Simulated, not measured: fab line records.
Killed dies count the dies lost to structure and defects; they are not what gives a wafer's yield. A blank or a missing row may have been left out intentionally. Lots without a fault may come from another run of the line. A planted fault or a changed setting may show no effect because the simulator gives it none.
The tool behind it: which one? / flow sky130 / 6 lots, 18 wafers sampled, at 1 step of a route of 708

## WHAT THE GAUGES SHOWED, per wafer
SKY_FIELD_ISO_BOW_MEAS_00.
lot=L738; measured=day 1 20:04; on=filmMetro-01; INCOMING_BOW (um)=-1 -12 4
lot=L742; measured=day 2 16:01; on=filmMetro-04; INCOMING_BOW (um)=0 9 -2
lot=L744; measured=day 3 02:00; on=filmMetro-03; INCOMING_BOW (um)=-4 -8 -6
lot=L750; measured=day 4 08:00; on=filmMetro-01; INCOMING_BOW (um)=-7 5 0
lot=L754; measured=day 5 04:00; on=filmMetro-03; INCOMING_BOW (um)=-1 -6 -7
lot=L757; measured=day 5 19:01; on=filmMetro-01; INCOMING_BOW (um)=11 0 2

## WHICH TOOL RAN EACH LOT (tool, then ch and the chambers of the sampled wafers, then the start)
No process step before these readings appears in the record.

## THE ANSWER, worked out from the rows above alone
Rule: usual is defined by the lots themselves. The widest of any qualifying gaps counts: lots, ordered by their means at a reading, are off when they make up no more than a third of the lots, leave a main group of 4 or more, and stand apart from it by 3 or more times the standard deviation of that group's means. A main group is skipped when, at the precision printed for the reading in the tables above, its means are all equal. A lot without any number at a reading at which 4 lots or more have one is off too. All remaining lots with rows at the step are treated as sound.
None of the lots is off at any reading shown; this tells nothing.

## WHAT THE SIMULATOR HAD INSERTED
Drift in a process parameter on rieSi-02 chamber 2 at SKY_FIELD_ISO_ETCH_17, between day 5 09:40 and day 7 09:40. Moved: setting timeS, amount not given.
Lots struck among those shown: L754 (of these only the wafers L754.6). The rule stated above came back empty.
